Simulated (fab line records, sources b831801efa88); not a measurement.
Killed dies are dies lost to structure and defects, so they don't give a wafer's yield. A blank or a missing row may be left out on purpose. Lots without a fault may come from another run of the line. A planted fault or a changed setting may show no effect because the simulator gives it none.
fab line records | flow sky130
record lots=5 wafers=15 last_day=50
route steps=708 shown SD_P@328 RES_XHIGH@332 SD_N@342
lots that met no fault: from a run of the same line without faults
start_h: hours from the record's first day to the start of the lot's first wafer shown | wait_h: hours since the lot's step before | " the same as in the row above | L1.1+2: a row that stands for several wafers | - no value, or no start given | * or withheld: withheld | < > ~ a bound
route shown NAME@n: a module of which the file shows steps, and the number in the route of the first | usual: mean/standard deviation of fault-free wafers | same: alike in all rows | chamber/n: place in a boat | sites: the reading at each site | _std_site: their standard deviation | _edge_site: outer sites' mean less inner sites' | radius_mm: how far each site lies from the wafer's centre | mask NAME#n: copy n | behind: the tool/chamber that last shaped the wafer | hold: why the lot was held/for how many hours/how that ended | device: the transistor (n, p or np) that didn't switch | end of line: the same wafers' tests at the end of the route | a step without rows: its recipe alone | killed: dies lost to structure and defects at the first sort, not the wafer's yield | map: a wafer's dies, x killed, . not, _ none there
set.NAME: the setting as run; set.NAME@STEP: as run at that earlier step | model.NAME: the simulator's own value behind a step, which no gauge read
lots at some steps of the route; a table a step, a row a wafer
services: from which hour (start_h, from the record's first day; less than 0 if before it) a tool's chamber was out of use, for how many hours, and why
## steps
# step SKY_SD_P_OVL_MEAS_08
# usual SD_P_OVL=-1.0/1.6
# columns lot.wafer tool chamber start_h wait_h SD_P_OVL[nm]
L917.1 overlay-02 - 583.89 0.1 -1.1
L917.2 " - " " -0.2
L917.4 " - " " -0.9
L918.3 overlay-02 - 601.23 0.1 -3.0
L918.4 " - " " -3.5
L918.6 " - " " -5.1
L921.3 overlay-02 - 618.46 0.1 -1.9
L921.4 " - " " -3.8
L921.6 " - " " -0.4
L933.3 overlay-02 - 721.65 0.1 -3.9
L933.4 " - " " -0.7
L933.6 " - " " -3.1
L938.1 overlay-02 - 772.44 0.1 -0.7
L938.2 " - " " -0.8
L938.6 " - " " -2.3
# step SKY_SD_P_IMPLANT_09
# recipe species=BF2 energy_kev=20 dose_cm2=3e+15 tilt_deg=0
# step SKY_SD_P_STRIP_10
# recipe chemistry=O2/N2 power_w=1400 pressure_mtorr=1500 platen_temp_c=withheld o2_flow_sccm=3000 n2_flow_sccm=300 overash_fraction=0.5
# usual drypump_motor_current_A=5.7/0.34 oes_product_au=0.617/0.0049 strip_time_to_endpoint_s=17.49/0.035
# columns lot.wafer tool chamber start_h wait_h drypump_motor_current_A oes_product_au rf_hours_counter_h strip_time_to_endpoint_s
L917.1 plasma_asher-04 1 584.08 0.1 5.8 0.607 78 17.48
L917.2 " 0 " " 6.2 0.619 78 17.47
L917.4 " 0 " " 6.2 0.620 - 17.44
L918.3 plasma_asher-04 0 601.44 0.1 6.2 0.624 - 17.55
L918.4 " 1 " " 5.8 0.618 - 17.50
L918.6 " 1 " " 5.8 0.616 - 17.52
L921.3 plasma_asher-02 1 618.67 0.1 5.5 0.621 - 17.51
L921.4 " 0 " " 5.6 0.613 - 17.49
L921.6 " 0 " " 5.6 0.615 - 17.52
L933.3 plasma_asher-02 0 721.86 0.1 5.6 0.620 - 17.53
L933.4 " 1 " " 5.5 0.607 - 17.48
L933.6 " 1 " " 5.5 0.617 - 17.51
L938.1 plasma_asher-03 0 772.63 0.1 5.1 0.610 3 17.49
L938.2 " 1 " " 5.7 0.612 3 17.47
L938.6 " 1 " " 5.7 0.610 - 17.47
# step SKY_SD_P_TW_MEAS_11
# usual SD_P_TW=2819/17
# columns lot.wafer tool chamber start_h wait_h SD_P_TW
L917.1 film_metro-02 - 584.18 0.1 2814
L917.2 " - " " 2808
L917.4 " - " " 2795
L918.3 film_metro-03 - 601.52 0.1 2848
L918.4 " - " " 2853
L918.6 " - " " 2853
L921.3 film_metro-04 - 618.76 0.1 2811
L921.4 " - " " 2810
L921.6 " - " " 2817
L933.3 film_metro-04 - 721.95 0.1 2809
L933.4 " - " " 2796
L933.6 " - " " 2817
L938.1 film_metro-04 - 772.73 0.1 2811
L938.2 " - " " 2820
L938.6 " - " " 2813
# step SKY_RES_XHIGH_DEHYDRATE_00
# recipe temp_c=198.5 time_s=60
# step SKY_RES_XHIGH_HMDS_01
# recipe prime_time_s=60 prime_temp_c=120
# step SKY_RES_XHIGH_COAT_02
# recipe resist=NOVOLAK spin_rpm=3000 resist_thk_nm=1140
# step SKY_RES_XHIGH_SOFTBAKE_03
# recipe temp_c=90 time_s=60 resist=NOVOLAK
# step SKY_RES_XHIGH_EXPOSE_04
# recipe mask_id=URPM na=0.6 source_shape=conventional sigma_outer=0.6 polarization=unpolarized target_cd_nm=1270 dose_mj=140
# step SKY_RES_XHIGH_PEB_05
# recipe temp_c=withheld time_s=* resist=NOVOLAK
# step SKY_RES_XHIGH_DEVELOP_06
# recipe resist=NOVOLAK developer=TMAH develop_time_s=60 dev_temp_c=23
# step SKY_RES_XHIGH_IMPLANT_07
# recipe species=BF2 energy_kev=20 dose_cm2=3.6e+14 tilt_deg=0
# step SKY_RES_XHIGH_STRIP_08
# recipe chemistry=O2/N2 power_w=1400 pressure_mtorr=1500 platen_temp_c=withheld o2_flow_sccm=3000 n2_flow_sccm=300 overash_fraction=0.5
# usual drypump_motor_current_A=5.68/0.3 oes_product_au=0.711/0.0048 strip_time_to_endpoint_s=14.26/0.052
# columns lot.wafer tool chamber start_h wait_h drypump_motor_current_A oes_product_au rf_hours_counter_h strip_time_to_endpoint_s model.NOVOLAK_of_RES_XHIGH_COAT_02.thk_nm
L917.1 plasma_asher-03 0 613.02 0.1 5.13 0.707 89 14.29 0
L917.2 " 1 " " 5.72 0.708 89 14.29 0
L917.4 " 0 " " 5.12 0.708 - 14.28 0
L918.3 plasma_asher-01 0 630.23 0.1 5.61 0.719 - 14.30 0
L918.4 " 1 " " 5.84 0.722 - 14.34 0
L918.6 " 0 " " 5.60 0.714 - 14.31 0
L921.3 plasma_asher-03 0 647.29 0.1 5.13 0.929 - - 278.7
L921.4 " 1 " " 5.69 0.939 - - 278.9
L921.6 " 0 " " 5.13 0.934 - - 278.5
L933.3 plasma_asher-04 0 748.68 0.1 6.23 0.709 - 14.20 0
L933.4 " 1 " " 5.79 0.714 - 14.17 0
L933.6 " 1 " " 5.78 0.708 - 14.23 0
L938.1 plasma_asher-04 0 799.87 0.1 6.23 0.711 102 14.34 0
L938.2 " 1 " " 5.78 0.716 102 14.32 0
L938.6 " 1 " " 5.80 0.717 - 14.34 0
# step SKY_RES_XHIGH_TW_MEAS_09
# usual RES_XHIGH_TW=1637/9.9
# columns lot.wafer tool chamber start_h wait_h RES_XHIGH_TW
L917.1 film_metro-02 - 613.12 0.1 1639
L917.2 " - " " 1634
L917.4 " - " " 1631
L918.3 film_metro-03 - 630.32 0.1 1659
L918.4 " - " " 1645
L918.6 " - " " 1654
L921.3 film_metro-03 - 647.38 0.1 1645
L921.4 " - " " 1641
L921.6 " - " " 1654
L933.3 film_metro-03 - 748.77 0.1 1613
L933.4 " - " " 1623
L933.6 " - " " 1632
L938.1 film_metro-03 - 799.97 0.1 1641
L938.2 " - " " 1641
L938.6 " - " " 1643
# step SKY_SD_N_DEHYDRATE_00
# recipe temp_c=200 time_s=60
# step SKY_SD_N_HMDS_01
# recipe prime_time_s=60 prime_temp_c=120
# step SKY_SD_N_COAT_02
# recipe resist=NOVOLAK spin_rpm=3000 resist_thk_nm=1153
# step SKY_SD_N_SOFTBAKE_03
# recipe temp_c=90 time_s=60 resist=NOVOLAK
# step SKY_SD_N_EXPOSE_04
# recipe mask_id=NSDM na=0.6 source_shape=conventional sigma_outer=0.6 polarization=unpolarized target_cd_nm=380 dose_mj=141
# step SKY_SD_N_PEB_05
# recipe temp_c=withheld time_s=* resist=NOVOLAK
# step SKY_SD_N_DEVELOP_06
# recipe resist=NOVOLAK developer=TMAH develop_time_s=60 dev_temp_c=23
# step SKY_SD_N_CD_MEAS_07
# recipe target_cd_nm=380
# usual cd_nm=380.7/2.7
# columns lot.wafer tool chamber start_h wait_h cd_nm
L917.1 cd_sem-02 - 641.67 0.1 381.0
L917.2 " - " " 380.5
L917.4 " - " " 379.5
L918.3 cd_sem-01 - 658.31 0.1 384.3
L918.4 " - " " 382.8
L918.6 " - " " 383.5
L921.3 cd_sem-01 - 675.12 0.1 381.8
L921.4 " - " " 382.8
L921.6 " - " " 382.2
L933.3 cd_sem-01 - 775.15 0.1 382.7
L933.4 " - " " 379.2
L933.6 " - " " 379.6
L938.1 cd_sem-02 - 825.82 0.1 382.2
L938.2 " - " " 378.6
L938.6 " - " " 381.1
# step SKY_SD_N_OVL_MEAS_08
# usual SD_N_OVL=-1.5/1.4
# columns lot.wafer tool chamber start_h wait_h SD_N_OVL[nm]
L917.1 overlay-02 - 641.79 0.1 -3.4
L917.2 " - " " -3.6
L917.4 " - " " -2.0
L918.3 overlay-01 - 658.40 0.1 -3.2
L918.4 " - " " -1.7
L918.6 " - " " -1.4
L921.3 overlay-02 - 675.21 0.1 -1.1
L921.4 " - " " -0.4
L921.6 " - " " -0.7
L933.3 overlay-01 - 775.24 0.1 -2.1
L933.4 " - " " -4.2
L933.6 " - " " -2.6
L938.1 overlay-01 - 825.94 0.1 0.0
L938.2 " - " " -0.5
L938.6 " - " " -2.3
# step SKY_SD_N_IMPLANT_09
# recipe species=As energy_kev=50 dose_cm2=4e+15 tilt_deg=0
# step SKY_SD_N_IMPLANT_10
# recipe species=P energy_kev=20 dose_cm2=1e+14 tilt_deg=0
# step SKY_SD_N_STRIP_11
# recipe chemistry=O2/N2 power_w=1400 pressure_mtorr=1500 platen_temp_c=withheld o2_flow_sccm=3000 n2_flow_sccm=300 overash_fraction=0.5
# usual drypump_motor_current_A=5.58/0.23 oes_product_au=0.528/0.0044 strip_time_to_endpoint_s=22.67/0.035
# columns lot.wafer tool chamber start_h wait_h drypump_motor_current_A oes_product_au rf_hours_counter_h strip_time_to_endpoint_s
L917.1 plasma_asher-01 0 642.13 0.1 5.61 0.523 21 22.63
L917.2 " 1 " " 5.78 0.523 21 22.62
L917.4 " 0 " " 5.61 0.524 - 22.64
L918.3 plasma_asher-01 1 658.76 0.1 5.85 0.531 - 22.65
L918.4 " 0 " " 5.59 0.537 - 22.65
L918.6 " 0 " " 5.58 0.530 - 22.66
L921.3 plasma_asher-01 0 675.57 0.1 5.60 0.564 - 26.81
L921.4 " 1 " " 5.81 0.559 - 26.83
L921.6 " 0 " " 5.61 0.564 - 26.84
L933.3 plasma_asher-02 0 775.60 0.1 5.62 0.526 - 22.70
L933.4 " 1 " " 5.51 0.519 - 22.70
L933.6 " 1 " " 5.49 0.534 - 22.76
L938.1 plasma_asher-01 1 826.28 0.1 5.86 0.527 42 22.67
L938.2 " 0 " " 5.61 0.535 42 22.66
L938.6 " 1 " " 5.85 0.531 - 22.65
# step SKY_SD_N_TW_MEAS_12
# usual SD_N_TW=3968/23
# columns lot.wafer tool chamber start_h wait_h SD_N_TW
L917.1 film_metro-03 - 642.23 0.1 4016
L917.2 " - " " 4012
L917.4 " - " " 4018
L918.3 film_metro-02 - 658.85 0.1 3981
L918.4 " - " " 3965
L918.6 " - " " 3975
L921.3 film_metro-03 - 675.66 0.1 30
L921.4 " - " " 30
L921.6 " - " " 30
L933.3 film_metro-03 - 775.69 0.1 3981
L933.4 " - " " 3947
L933.6 " - " " 3969
L938.1 film_metro-04 - 826.38 0.1 3956
L938.2 " - " " 3970
L938.6 " - " " 3948
# step SKY_SD_N_CLEAN_13
# recipe chemistry=SC1/SC2 mix=1:4:20 temp_c=70 time_s=150 dry=n2_spin
## services
# columns tool chamber start_h hours kind
plasma_asher-01 - 594.49 1.9 repair
plasma_asher-03 - 605.77 6.0 repair
plasma_asher-02 - 631.54 77.4 repair
plasma_asher-04 - 705.34 0.9 repair
plasma_asher-04 - 712.39 1.1 repair
plasma_asher-03 - 733.75 9.0 pm
plasma_asher-03 0 733.75 9.0 vent_cycle
plasma_asher-03 1 733.75 9.0 vent_cycle
plasma_asher-02 - 739.98 1.3 repair
plasma_asher-03 0 742.75 - clean
plasma_asher-03 1 742.75 - clean
## key
first_sign step=SKY_RES_XHIGH_STRIP_08 reading=oes_product_au direction=up sigmas=47 usual=0.711 struck=0.934
effect step=SKY_SD_N_STRIP_11 reading=strip_time_to_endpoint_s direction=up sigmas=99+ usual=* struck=*
effect step=SKY_SD_N_TW_MEAS_12 reading=SD_N_TW direction=down sigmas=99+ usual=3968 struck=30
model_effect step=SKY_RES_XHIGH_STRIP_08 value=NOVOLAK_of_RES_XHIGH_COAT_02.thk_nm without=0 struck=278.7
met_at SKY_RES_XHIGH_STRIP_08
struck_wafers L921.3,L921.4,L921.6
sort_left_out L921.3,L921.4,L921.6
tester_left_out L921
onset_between 613.02 647.29
fault kind=strip_aborted tool=plasma_asher-03 chamber=- onset_h=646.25 steps=SKY_RES_XHIGH_STRIP_08 offset=0.53038 end_h=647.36
# tester_left_out: of these lots the tester's yield and bins aren't shown, on N5 and GAA mostly nor the transistor test; their killed dies are dies lost to structure and defects alone, not to doping, threshold or leakage, so they don't give the yield
# sort_left_out: the simulated sort isn't trusted on such a fault, so these wafers' sort isn't shown, and their yield isn't known
